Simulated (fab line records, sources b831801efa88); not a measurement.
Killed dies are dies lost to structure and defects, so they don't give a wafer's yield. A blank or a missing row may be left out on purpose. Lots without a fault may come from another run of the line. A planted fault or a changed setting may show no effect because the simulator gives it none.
Which tool did it? | flow sky130 | 11 lots, 33 wafers sampled, at 2 steps of a route of 708

WHAT THE GAUGES READ, wafer by wafer
SKY_POLY_GATE_THK_MEAS_01.
lot  | measured     | on            | POLY_GATE_CVD_00_THK (nm)
L544 | day 13 23:04 | film_metro-01 | 180.6 180.5 181.4
L546 | day 14 12:40 | film_metro-04 | 178.7 179.7 181.3
L549 | day 16 19:17 | film_metro-04 | 180.8 181.0 180.1
L554 | day 17 21:23 | film_metro-02 | 179.7 180.1 181.3
L555 | day 18 04:20 | film_metro-01 | 181.0 181.2 182.6
L556 | day 18 16:55 | film_metro-02 | 178.4 180.4 180.1
L562 | day 20 15:02 | film_metro-04 | 178.7 178.8 180.2
L563 | day 20 19:23 | film_metro-01 | 179.5 179.7 179.3
L564 | day 21 01:37 | film_metro-01 | 180.7 181.3 179.1
L565 | day 21 12:12 | film_metro-01 | 178.2 177.8 177.8
L567 | day 22 00:37 | film_metro-02 | 181.3 181.3 179.9

WHICH TOOL RAN EACH LOT (tool, then ch and the chambers of the sampled wafers, then the start)
lot  | SKY_NWELL_STRIP_14
L544 | plasma_asher-04 ch 0,1, day 4 15:15
L546 | plasma_asher-03 ch 0,1, day 5 02:03
L549 | plasma_asher-03 ch 0,1, day 5 20:23
L554 | plasma_asher-03 ch 0, day 7 04:51
L555 | plasma_asher-02 ch 0,1, day 7 08:42
L556 | plasma_asher-02 ch 0,1, day 7 16:24
L562 | plasma_asher-03 ch 0,1, day 9 00:23
L563 | plasma_asher-03 ch 0,1, day 9 07:00
L564 | plasma_asher-02 ch 0,1, day 9 08:42
L565 | plasma_asher-03 ch 1, day 9 15:55
L567 | plasma_asher-04 ch 0,1, day 10 02:56
- SKY_NWELL_STRIP_14: strips in O2/N2.

THE ANSWER, worked out from the rows above alone
Rule: what is usual is taken from the lots themselves. Put in order of their means at a reading, lots are off if they are a third of the lots or fewer, leave a main group of 4 or more, and stand apart from it by a gap of 3 or more times the standard deviation of the main group's means; of several such gaps the widest counts. A main group whose means are all the same, to the digits that the tables above print for the reading, isn't used. A lot without any number at a reading at which 4 lots or more have one is off too. The other lots that the step has rows for count as sound.
No lot is off at any reading shown: from this, nothing can be told.

WHAT THE SIMULATOR HAD PUT IN
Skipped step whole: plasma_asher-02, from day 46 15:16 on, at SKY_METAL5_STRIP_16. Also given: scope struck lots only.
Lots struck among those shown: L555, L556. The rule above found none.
